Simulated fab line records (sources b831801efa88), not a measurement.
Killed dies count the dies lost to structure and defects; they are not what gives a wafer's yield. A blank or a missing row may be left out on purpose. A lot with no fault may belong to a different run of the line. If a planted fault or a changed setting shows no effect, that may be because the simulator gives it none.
fab line records + flow sky130
record:
- lots: 5
- wafers: 15
- lastDay: 50
route steps=708 shown PWDE@55 NWELL@56
lots that met no fault: from a run of the same line without faults
startH: hours from the record's opening day to when the first of the lot's shown wafers began + waitH: hours from the lot's prior step to this one + " as in the row above + L1.1+2: one row covering several wafers at once + - value missing, or start not given + * or withheld: withheld + < > ~ a bound
route shown NAME@n: names a module that has steps shown in the file, with the first one's number in the route + usual: the fault-free wafers' mean and standard deviation + same: alike in all rows + chamber/n: place in a boat + sites: each site's reading + _std_site: the values' standard deviation + _edge_site: outer sites' mean less inner sites' + radiusMm: for every site, how far away it sits from the centre of the wafer + mask NAME#n: copy n + behind: the last tool/chamber to shape the wafer + hold: cause of the lot's hold/its duration in hours/its outcome + device: which transistor (n, p or np) failed to switch + end of line: the route-end tests of the same wafers + step lacking rows: just its recipe + killed: the dies lost at the first sort to structure and to defects; this is not the yield of the wafer + map: the dies of a wafer, with x for killed, . for not killed, _ for no die there
set.NAME: the setting that was run; set.NAME@STEP: the one run at that earlier step + model.NAME: the simulator's own value behind a step, which no gauge read
lots at some steps of the route; a table a step, a row a wafer
services: a tool's chamber out of use, with start hour (startH, from the record's first day; less than 0 if before it), hours out, and reason
== steps ==
step: SKY_PWDE_TW_MEAS_10
usual:
- PWDE_TW: 375.8/2.3
| lot.wafer | tool         | chamber | startH | waitH | PWDE_TW |
|-----------|--------------|---------|--------|-------|---------|
| L435.1    | filmMetro-04 | -       | 79.03  | 0.1   | 373.9   |
| L435.2    | "            | -       | "      | "     | 373.4   |
| L435.3    | "            | -       | "      | "     | 370.5   |
| L443.2    | filmMetro-02 | -       | 120.13 | 0.1   | 375.8   |
| L443.3    | "            | -       | "      | "     | 377.7   |
| L443.5    | "            | -       | "      | "     | 376.8   |
| L450.1    | filmMetro-02 | -       | 161.88 | 0.1   | 380.3   |
| L450.2    | "            | -       | "      | "     | 379.3   |
| L450.6    | "            | -       | "      | "     | 379.1   |
| L455.2    | filmMetro-01 | -       | 200.49 | 0.1   | 374.0   |
| L455.4    | "            | -       | "      | "     | 377.9   |
| L455.5    | "            | -       | "      | "     | 376.0   |
| L456.1    | filmMetro-02 | -       | 202.67 | 0.1   | 378.2   |
| L456.4    | "            | -       | "      | "     | 377.8   |
| L456.5    | "            | -       | "      | "     | 377.4   |
step: SKY_NWELL_DEHYDRATE_03
recipe:
- tempC: 200
- timeS: 60
step: SKY_NWELL_HMDS_04
recipe:
- primeTimeS: 60
- primeTempC: 120
step: SKY_NWELL_COAT_05
recipe:
- spinRpm: 2000
- resistThkNm: 3000
step: SKY_NWELL_SOFTBAKE_06
recipe:
- tempC: 110
- timeS: withheld
step: SKY_NWELL_EXPOSE_07
recipe:
- maskId: NWM
- na: 0.6
- sourceShape: conventional
- sigmaOuter: 0.6
- polarization: unpolarized
- targetCdNm: 840
- doseMj: 255
step: SKY_NWELL_PEB_08
recipe:
- tempC: 115
- timeS: withheld
step: SKY_NWELL_DEVELOP_09
recipe:
- wallAngleDeg: 90
- developer: TMAH
- developTimeS: 60
- devTempC: 23
step: SKY_NWELL_OVL_MEAS_10
usual:
- NWELL_00_OVL: 0.5/1.2
| lot.wafer | tool       | chamber | startH | waitH | NWELL_00_OVL[nm] |
|-----------|------------|---------|--------|-------|------------------|
| L435.1    | overlay-02 | -       | 95.93  | -     | 0.4              |
| L435.2    | "          | -       | "      | "     | 0.8              |
| L435.3    | "          | -       | "      | "     | 0.4              |
| L443.2    | overlay-02 | -       | 138.84 | -     | 0.8              |
| L443.3    | "          | -       | "      | "     | 2.1              |
| L443.5    | "          | -       | "      | "     | 0.4              |
| L450.1    | overlay-01 | -       | 182.06 | -     | 0.8              |
| L450.2    | "          | -       | "      | "     | 1.7              |
| L450.6    | "          | -       | "      | "     | -0.4             |
| L455.2    | overlay-02 | -       | 221.61 | -     | 1.8              |
| L455.4    | "          | -       | "      | "     | 0.8              |
| L455.5    | "          | -       | "      | "     | 0.1              |
| L456.1    | overlay-01 | -       | 224.55 | -     | 0.5              |
| L456.4    | "          | -       | "      | "     | -0.5             |
| L456.5    | "          | -       | "      | "     | 1.4              |
step: SKY_NWELL_IMPLANT_11
recipe:
- species: P
- energyKev: 400
- doseCm2: 1.9e+13
- tiltDeg: withheld
step: SKY_NWELL_IMPLANT_12
recipe:
- species: P
- energyKev: 120
- doseCm2: 1.3e+12
- tiltDeg: withheld
step: SKY_NWELL_IMPLANT_13
recipe:
- species: P
- energyKev: 50
- doseCm2: 7e+11
- tiltDeg: withheld
step: SKY_NWELL_STRIP_14
recipe:
- chemistry: O2/N2
- powerW: 1400
- pressureMtorr: 1500
- platenTempC: withheld
- o2FlowSccm: 3000
- n2FlowSccm: 300
- overashFraction: 0.5
usual:
- chamberPressureMTorr: 1499.9/1.5
- drypumpMotorCurrentA: 5.9/0.3
- oesProductAu: 0.723/0.0048
- stripTimeToEndpointS: 36.94/0.11
| lot.wafer | tool           | chamber | startH | waitH | chamberPressureMTorr | drypumpMotorCurrentA | oesProductAu | rfHoursCounterH | stripTimeToEndpointS | model.coat_of_NWELL_COAT_05.thkNm |
|-----------|----------------|---------|--------|-------|----------------------|----------------------|--------------|-----------------|----------------------|-----------------------------------|
| L435.1    | plasmaAsher-02 | 1       | 96.42  | 0.1   | 1498.6               | 6.3                  | 0.722        | 41              | 37.10                | 0                                 |
| L435.2    | "              | 0       | "      | "     | 1500.2               | 5.8                  | 0.731        | 41              | 37.14                | 0                                 |
| L435.3    | "              | 1       | "      | "     | 1505.1               | 6.3                  | 0.717        | -               | 36.99                | 0                                 |
| L443.2    | plasmaAsher-03 | 0       | 139.32 | 0.1   | 1499.7               | 6.1                  | 0.907        | 46              | -                    | 2396                              |
| L443.3    | "              | 1       | "      | "     | 1511.6               | 5.4                  | 0.893        | -               | -                    | 2390                              |
| L443.5    | "              | 1       | "      | "     | 1496.4               | 5.4                  | 0.885        | -               | -                    | 2394                              |
| L450.1    | plasmaAsher-02 | 0       | 182.54 | 0.1   | 1500.3               | 5.9                  | 0.729        | 50              | 37.02                | 0                                 |
| L450.2    | "              | 1       | "      | "     | 1502.3               | 6.3                  | 0.729        | 50              | 36.91                | 0                                 |
| L450.6    | "              | 0       | "      | "     | 1498.6               | 5.9                  | 0.724        | -               | 36.88                | 0                                 |
| L455.2    | plasmaAsher-01 | 0       | 222.09 | 0.1   | 1500.2               | 5.6                  | 0.716        | 41              | 36.90                | 0                                 |
| L455.4    | "              | 0       | "      | "     | 1497.5               | 5.6                  | 0.729        | -               | 36.98                | 0                                 |
| L455.5    | "              | 1       | "      | "     | 1501.1               | 5.8                  | 0.721        | -               | 36.98                | 0                                 |
| L456.1    | plasmaAsher-03 | 1       | 225.04 | 0.1   | 1498.9               | 5.4                  | 0.727        | 54              | 36.98                | 0                                 |
| L456.4    | "              | 0       | "      | "     | 1496.8               | 6.1                  | 0.725        | -               | 36.97                | 0                                 |
| L456.5    | "              | 1       | "      | "     | 1499.2               | 5.4                  | 0.718        | -               | 36.99                | 0                                 |
step: SKY_NWELL_TW_MEAS_15
usual:
- NWELL_TW: 1830/11
| lot.wafer | tool         | chamber | startH | waitH | NWELL_TW |
|-----------|--------------|---------|--------|-------|----------|
| L435.1    | filmMetro-01 | -       | 96.52  | 0.1   | 1810     |
| L435.2    | "            | -       | "      | "     | 1821     |
| L435.3    | "            | -       | "      | "     | 1820     |
| L443.2    | filmMetro-02 | -       | 139.43 | 0.1   | 1833     |
| L443.3    | "            | -       | "      | "     | 1858     |
| L443.5    | "            | -       | "      | "     | 1819     |
| L450.1    | filmMetro-01 | -       | 182.64 | 0.1   | 1842     |
| L450.2    | "            | -       | "      | "     | 1829     |
| L450.6    | "            | -       | "      | "     | 1835     |
| L455.2    | filmMetro-04 | -       | 222.20 | 0.1   | 1827     |
| L455.4    | "            | -       | "      | "     | 1823     |
| L455.5    | "            | -       | "      | "     | 1826     |
| L456.1    | filmMetro-01 | -       | 225.14 | 0.1   | 1830     |
| L456.4    | "            | -       | "      | "     | 1837     |
| L456.5    | "            | -       | "      | "     | 1848     |
step: SKY_NWELL_DEHYDRATE_16
recipe:
- tempC: 200
- timeS: 60
step: SKY_NWELL_HMDS_17
recipe:
- primeTimeS: 60
- primeTempC: 120
step: SKY_NWELL_COAT_18
recipe:
- spinRpm: 2000
- resistThkNm: 3000
step: SKY_NWELL_SOFTBAKE_19
recipe:
- tempC: 110
- timeS: withheld
step: SKY_NWELL_EXPOSE_20
recipe:
- maskId: NWM_COMPLEMENT
- na: 0.6
- sourceShape: conventional
- sigmaOuter: 0.6
- polarization: unpolarized
- targetCdNm: 840
- doseMj: 260
step: SKY_NWELL_PEB_21
recipe:
- tempC: 115
- timeS: withheld
step: SKY_NWELL_DEVELOP_22
recipe:
- wallAngleDeg: 90
- developer: TMAH
- developTimeS: 60
- devTempC: 23
step: SKY_NWELL_OVL_MEAS_23
usual:
- NWELL_01_OVL: 0.1/1.4
| lot.wafer | tool       | chamber | startH | waitH | NWELL_01_OVL[nm] |
|-----------|------------|---------|--------|-------|------------------|
| L435.1    | overlay-02 | -       | 114.66 | -     | 2.3              |
| L435.2    | "          | -       | "      | "     | 1.6              |
| L435.3    | "          | -       | "      | "     | 0.5              |
| L443.2    | overlay-02 | -       | 158.06 | -     | -1.2             |
| L443.3    | "          | -       | "      | "     | -1.2             |
| L443.5    | "          | -       | "      | "     | 0.2              |
| L450.1    | overlay-02 | -       | 203.56 | -     | 0.8              |
| L450.2    | "          | -       | "      | "     | 2.0              |
| L450.6    | "          | -       | "      | "     | 1.8              |
| L455.2    | overlay-01 | -       | 245.44 | -     | 2.5              |
| L455.4    | "          | -       | "      | "     | 1.7              |
| L455.5    | "          | -       | "      | "     | 1.7              |
| L456.1    | overlay-01 | -       | 248.94 | -     | -0.4             |
| L456.4    | "          | -       | "      | "     | 1.1              |
| L456.5    | "          | -       | "      | "     | 0.6              |
step: SKY_NWELL_IMPLANT_24
recipe:
- species: B
- energyKev: 140
- doseCm2: 9.2e+12
- tiltDeg: withheld
step: SKY_NWELL_STRIP_25
recipe:
- chemistry: O2/N2
- powerW: 1400
- pressureMtorr: 1500
- platenTempC: withheld
- o2FlowSccm: 3000
- n2FlowSccm: 300
- overashFraction: 0.5
usual:
- chamberPressureMTorr: 1499.8/1.3
- drypumpMotorCurrentA: 5.89/0.28
- oesProductAu: 0.723/0.005
- stripTimeToEndpointS: 36.91/0.085
| lot.wafer | tool           | chamber | startH | waitH | chamberPressureMTorr | drypumpMotorCurrentA | oesProductAu | rfHoursCounterH | stripTimeToEndpointS |
|-----------|----------------|---------|--------|-------|----------------------|----------------------|--------------|-----------------|----------------------|
| L435.1    | plasmaAsher-02 | 1       | 114.84 | 0.1   | 1499.8               | 6.26                 | 0.722        | 43              | 36.92                |
| L435.2    | "              | 0       | "      | "     | 1499.9               | 5.82                 | 0.724        | 43              | 37.06                |
| L435.3    | "              | 0       | "      | "     | 1499.0               | 5.81                 | 0.724        | -               | 36.97                |
| L443.2    | plasmaAsher-02 | 0       | 158.24 | 0.1   | 1499.1               | 5.86                 | 0.727        | 48              | 72.24                |
| L443.3    | "              | 1       | "      | "     | 1497.9               | 6.28                 | 0.732        | -               | 72.24                |
| L443.5    | "              | 1       | "      | "     | 1499.4               | 6.23                 | 0.728        | -               | 72.26                |
| L450.1    | plasmaAsher-02 | 1       | 203.74 | 0.1   | 1499.1               | 6.26                 | 0.727        | 52              | 36.66                |
| L450.2    | "              | 0       | "      | "     | 1500.2               | 5.85                 | 0.715        | 52              | 36.73                |
| L450.6    | "              | 1       | "      | "     | 1500.2               | 6.30                 | 0.726        | -               | 36.71                |
| L455.2    | plasmaAsher-02 | 1       | 245.62 | 0.1   | 1499.2               | 6.28                 | 0.717        | 56              | 36.91                |
| L455.4    | "              | 0       | "      | "     | 1500.9               | 5.84                 | 0.720        | -               | 36.99                |
| L455.5    | "              | 1       | "      | "     | 1502.7               | 6.27                 | 0.729        | -               | 36.99                |
| L456.1    | plasmaAsher-01 | 1       | 249.13 | 0.1   | 1497.8               | 5.87                 | 0.725        | 43              | 36.97                |
| L456.4    | "              | 0       | "      | "     | 1495.1               | 5.60                 | 0.722        | -               | 37.01                |
| L456.5    | "              | 1       | "      | "     | 1499.3               | 5.86                 | 0.720        | -               | 37.04                |
step: SKY_NWELL_TW_MEAS_26
usual:
- NWELL_2_TW: 499.7/2.8
| lot.wafer | tool         | chamber | startH | waitH | NWELL_2_TW |
|-----------|--------------|---------|--------|-------|------------|
| L435.1    | filmMetro-02 | -       | 114.94 | 0.1   | 503.4      |
| L435.2    | "            | -       | "      | "     | 501.0      |
| L435.3    | "            | -       | "      | "     | 500.8      |
| L443.2    | filmMetro-02 | -       | 158.35 | 0.1   | 30.5       |
| L443.3    | "            | -       | "      | "     | 30.3       |
| L443.5    | "            | -       | "      | "     | 30.6       |
| L450.1    | filmMetro-04 | -       | 203.84 | 0.1   | 497.0      |
| L450.2    | "            | -       | "      | "     | 495.8      |
| L450.6    | "            | -       | "      | "     | 497.5      |
| L455.2    | filmMetro-01 | -       | 245.73 | 0.1   | 501.6      |
| L455.4    | "            | -       | "      | "     | 503.9      |
| L455.5    | "            | -       | "      | "     | 505.3      |
| L456.1    | filmMetro-01 | -       | 249.23 | 0.1   | 501.2      |
| L456.4    | "            | -       | "      | "     | 502.0      |
| L456.5    | "            | -       | "      | "     | 502.8      |
step: SKY_NWELL_CLEAN_27
recipe:
- chemistry: SC1/SC2
- mix: 1:4:20
- tempC: 70
- timeS: 150
- dry: n2Spin
== services ==
| tool           | chamber | startH | hours | kind   |
|----------------|---------|--------|-------|--------|
| plasmaAsher-03 | -       | 103.31 | 1.0   | repair |
| plasmaAsher-03 | -       | 124.00 | 1.4   | repair |
== key ==
firstSign:
- step: SKY_NWELL_STRIP_14
- reading: oesProductAu
- direction: up
- sigmas: 36
- usual: 0.723
- struck: 0.895
effect:
- step: SKY_NWELL_STRIP_25
- reading: stripTimeToEndpointS
- direction: up
- sigmas: 99+
- usual: *
- struck: *
effect:
- step: SKY_NWELL_TW_MEAS_26
- reading: NWELL_2_TW
- direction: down
- sigmas: 99+
- usual: 499.7
- struck: 30.4
modelEffect:
- step: SKY_NWELL_STRIP_14
- value: coat_of_NWELL_COAT_05.thkNm
- without: 0
- struck: 2393
metAt SKY_NWELL_STRIP_14
struckWafers L443.2,L443.3,L443.5
sortLeftOut L443.2,L443.3,L443.5
testerLeftOut L443
fault:
- kind: stripAborted
- tool: plasmaAsher-03
- chamber: -
- onsetH: 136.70
- steps: SKY_NWELL_STRIP_14
- offset: 0.98321
- endH: 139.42
testerLeftOut: of these lots the tester's yield and bins aren't shown, on N5 and GAA mostly nor the transistor test; their killed dies are dies lost to structure and defects alone, not to doping, threshold or leakage, so they don't give the yield
sortLeftOut: the simulated sort isn't trusted on such a fault, so these wafers' sort isn't shown, and their yield isn't known
